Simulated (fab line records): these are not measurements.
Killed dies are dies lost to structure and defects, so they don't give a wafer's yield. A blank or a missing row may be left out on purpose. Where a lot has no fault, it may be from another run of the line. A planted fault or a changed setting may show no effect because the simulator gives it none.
Matching of chambers || flow sky130 || hdpcvd-02 running SKY_FIELD_ISO_CVD_24: 3 sister chambers
The step deposits SiO2, target thk 595 nm, time 99.2 s. 6 wafers are shown with their chamber, then 9 later ones without.

== WAFERS WITH THEIR CHAMBER ==
{"wafer": "L384.1", "chamber": 1, "pressure mtorr (mTorr)": 6.000}
{"wafer": "L384.2", "chamber": 2, "pressure mtorr (mTorr)": 6.018}
{"wafer": "L384.3", "chamber": 0, "pressure mtorr (mTorr)": 5.967}
{"wafer": "L386.1", "chamber": 0, "pressure mtorr (mTorr)": 6.008}
{"wafer": "L386.2", "chamber": 2, "pressure mtorr (mTorr)": 6.003}
{"wafer": "L386.4", "chamber": 1, "pressure mtorr (mTorr)": 5.989}

== WAFERS MISSING THEIR CHAMBER ==
{"wafer": "L387.1", "pressure mtorr (mTorr)": 6.008}
{"wafer": "L387.3", "pressure mtorr (mTorr)": 5.983}
{"wafer": "L387.4", "pressure mtorr (mTorr)": 6.005}
{"wafer": "L394.2", "pressure mtorr (mTorr)": 5.999}
{"wafer": "L394.3", "pressure mtorr (mTorr)": 5.991}
{"wafer": "L394.6", "pressure mtorr (mTorr)": 5.996}
{"wafer": "L395.1", "pressure mtorr (mTorr)": 5.999}
{"wafer": "L395.5", "pressure mtorr (mTorr)": 6.009}
{"wafer": "L395.6", "pressure mtorr (mTorr)": 6.013}

== EACH ONE'S CHAMBER ==
{"wafer": "L387.1", "from the rows above": "can't be placed: 2 or 1 or 0", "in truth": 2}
{"wafer": "L387.3", "from the rows above": "can't be placed: 0 or 1 or 2", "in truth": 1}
{"wafer": "L387.4", "from the rows above": "can't be placed: 2 or 1 or 0", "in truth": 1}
{"wafer": "L394.2", "from the rows above": "can't be placed: 1 or 0 or 2", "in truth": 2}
{"wafer": "L394.3", "from the rows above": "can't be placed: 0 or 1 or 2", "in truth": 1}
{"wafer": "L394.6", "from the rows above": "can't be placed: 1 or 0 or 2", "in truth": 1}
{"wafer": "L395.1", "from the rows above": "can't be placed: 1 or 0 or 2", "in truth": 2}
{"wafer": "L395.5", "from the rows above": "can't be placed: 2 or 1 or 0", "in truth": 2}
{"wafer": "L395.6", "from the rows above": "can't be placed: 2 or 1 or 0", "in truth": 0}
Placed correctly: 0 of 9. These rows do not allow placing 9 (true chamber among the candidates in 9). Wrongly placed: 0.
How it was worked out, from the rows above alone: a wafer's distance from a chamber is the root of the sum, over the readings, of the square of ((its reading less the chamber's mean) divided by the reading's scatter). The wafer belongs to the nearest chamber; if the next one is less than 2 further off, it can't be placed. A chamber's mean is the mean of its shown wafers. The scatter: take each reading less its chamber's mean, square it, sum over the shown wafers, divide by the number of wafers less the number of chambers, and take the root.
